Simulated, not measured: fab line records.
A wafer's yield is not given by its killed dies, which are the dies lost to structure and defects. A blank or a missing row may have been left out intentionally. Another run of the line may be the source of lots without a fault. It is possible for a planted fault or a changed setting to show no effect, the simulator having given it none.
What tool caused it? ; flow sfq-line ; 14 lots, 42 wafers sampled, at 2 steps of a route of 325

## WHAT THE GAUGES READ, wafer by wafer
SFQ_M4_OVL_MEAS_926.
lot;measured;on;M4_OVL (nm)
L982;day 43 10:55;overlay-02;9 10 16
L983;day 43 13:20;overlay-02;19 18 17
L984;day 44 13:25;overlay-02;10 9 7
L985;day 44 20:35;overlay-02;12 2 0
L987;day 45 15:47;overlay-01;- - -
L988;day 46 06:11;overlay-01;- - -
L989;day 46 10:06;overlay-01;0 -1 4
L994;day 47 19:14;overlay-02;18 14 9
L997;day 48 16:38;overlay-01;1 -4 -10
L998;day 48 18:35;overlay-01;-14 -6 -11
L999;day 49 02:47;overlay-01;-4 -3 -6
L102;day 50 14:19;overlay-02;-1 3 4
L103;day 51 04:50;overlay-02;4 5 1
L104;day 51 20:31;overlay-01;-5 -3 -4

## WHICH TOOL RAN EACH LOT (tool, then ch and the chambers of the sampled wafers, then the start)
lot;SFQ_TRILAYER_M1_LITHO_EXPOSE_040
L982;krf-scanner-01 ch 0, day 11 14:00
L983;krf-scanner-01 ch 0, day 11 19:12
L984;krf-scanner-01 ch 0, day 12 04:36
L985;krf-scanner-01 ch 0, day 12 10:24
L987;krf-scanner-01, day 12 15:24
L988;krf-scanner-01, day 13 01:00
L989;krf-scanner-01 ch 0, day 13 09:12
L994;krf-scanner-01 ch 0, day 14 20:36
L997;krf-scanner-01 ch 0, day 15 20:12
L998;krf-scanner-01 ch 0, day 16 07:19
L999;krf-scanner-01 ch 0, day 16 14:31
L102;krf-scanner-01 ch 0, day 17 13:37
L103;krf-scanner-01 ch 0, day 17 21:49
L104;krf-scanner-01 ch 0, day 18 03:49
- SFQ_TRILAYER_M1_LITHO_EXPOSE_040: exposes mask M1, target cd 500 nm.

## AS READ BY THE TOOLS THEMSELVES (means over the sampled wafers that have a number; for cases with no such wafer, the mark the record gives instead)
SFQ_TRILAYER_M1_LITHO_EXPOSE_040.
lot;tool;exposure-dose-mJ-cm2;focus-offset-nm (nm)
L982;krf-scanner-01;14.381;0.6
L983;krf-scanner-01;14.404;0.2
L984;krf-scanner-01;14.380;0.2
L985;krf-scanner-01;14.393;-0.6
L987;krf-scanner-01;-;-
L988;krf-scanner-01;-;-
L989;krf-scanner-01;14.403;0.2
L994;krf-scanner-01;14.410;-1.0
L997;krf-scanner-01;14.408;-0.9
L998;krf-scanner-01;14.399;-0.1
L999;krf-scanner-01;14.394;0.3
L102;krf-scanner-01;14.409;-0.1
L103;krf-scanner-01;14.400;0.5
L104;krf-scanner-01;14.396;0.3

## THE ANSWER, worked out from the rows above alone
Rule: the usual values come from the lots themselves. The widest of any qualifying gaps counts: lots, ordered by their means at a reading, are off when they make up no more than a third of the lots, leave a main group of 4 or more, and stand apart from it by 3 or more times the standard deviation of that group's means. A main group is skipped when, at the precision printed for the reading in the tables above, its means are all equal. A lot without any number at a reading at which 4 lots or more have one is off too. All remaining lots with rows at the step are treated as sound. The gauges are gone through in route order, then the tools' own readings, and for those a lot's mean is taken as printed above. At the first step where some lot is off, the reading lying furthest off is the one used; lots without a number count as furthest.
Off: at SFQ_M4_OVL_MEAS_926 (M4_OVL), L987, L988. Without a number there: L987, L988. The main group has a mean of 3 nm with a standard deviation of 8.1.
If a tool, at a process step before that reading, ran all the lots that are off and no sound lot after the first of them, it fits. Not tried: the gauges at SFQ_M4_OVL_MEAS_926; whatever is off there is also off at SFQ_TRILAYER_M1_LITHO_EXPOSE_040, on other tools, and gauge error can't account for it. Not one of the candidates tried fits.

## WHAT THE SIMULATOR PUT IN
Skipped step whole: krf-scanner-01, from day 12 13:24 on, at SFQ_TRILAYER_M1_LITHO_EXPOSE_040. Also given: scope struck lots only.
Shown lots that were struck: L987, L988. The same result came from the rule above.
